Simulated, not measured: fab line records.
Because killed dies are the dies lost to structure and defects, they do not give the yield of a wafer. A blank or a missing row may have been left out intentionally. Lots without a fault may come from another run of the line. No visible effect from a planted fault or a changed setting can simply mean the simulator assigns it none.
Matching of chambers | flow sky130 | SKY_FIELD_ISO_ETCH_17 on rieSi-02 has 4 sister chambers
The step etches Si in HBr/Cl2/O2, target depth 342 nm, time 97.7 s. 8 wafers are shown with their chamber, then 7 later ones without.

== WAFERS PAIRED WITH THEIR CHAMBERS ==
wafer  | chamber | drypumpMotorCurrentA (A) | heBacksideLeakSccm (sccm)
L390.5 | 2       | 5.6                      | 2.78
L394.2 | 3       | 5.3                      | 2.72
L394.4 | 2       | 5.5                      | 2.67
L396.2 | 0       | 6.4                      | 2.53
L396.3 | 3       | 5.2                      | 2.92
L396.4 | 1       | 5.6                      | 3.08
L398.1 | 0       | 6.4                      | 2.48
L398.2 | 1       | 5.6                      | 2.75

== WAFERS WITH NO CHAMBER GIVEN ==
wafer  | drypumpMotorCurrentA (A) | heBacksideLeakSccm (sccm)
L398.5 | 5.6                      | 2.73
L400.1 | 5.6                      | 2.78
L400.3 | 6.4                      | 2.52
L400.5 | 5.5                      | 2.74
L404.1 | 5.6                      | 3.27
L404.4 | 5.2                      | 2.43
L404.6 | 5.6                      | 2.90

== WHICH CHAMBER EACH ONE RAN IN ==
wafer  | from the rows above     | in truth
L398.5 | can't be placed: 2 or 1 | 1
L400.1 | can't be placed: 1 or 2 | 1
L400.3 | 0                       | 0
L400.5 | can't be placed: 2 or 1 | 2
L404.1 | can't be placed: 1 or 2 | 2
L404.4 | 3                       | 3
L404.6 | can't be placed: 1 or 2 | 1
Correctly placed: 2 of 7. From these rows, 5 cannot be placed; in 5 the true chamber is one of the candidates. Placed wrongly: 0.
How it was worked out, from the rows above alone: a wafer's distance from a chamber is the root of the sum, over the readings, of the square of ((its reading less the chamber's mean) divided by the reading's scatter). If the next closest chamber is less than 2 further off than the closest, the wafer can't be placed; otherwise it belongs to the closest. Each chamber's mean is taken over the wafers shown for it. The scatter is the square root of a quotient: the sum, over the shown wafers, of each reading's squared deviation from its chamber's mean, divided by wafers minus chambers.
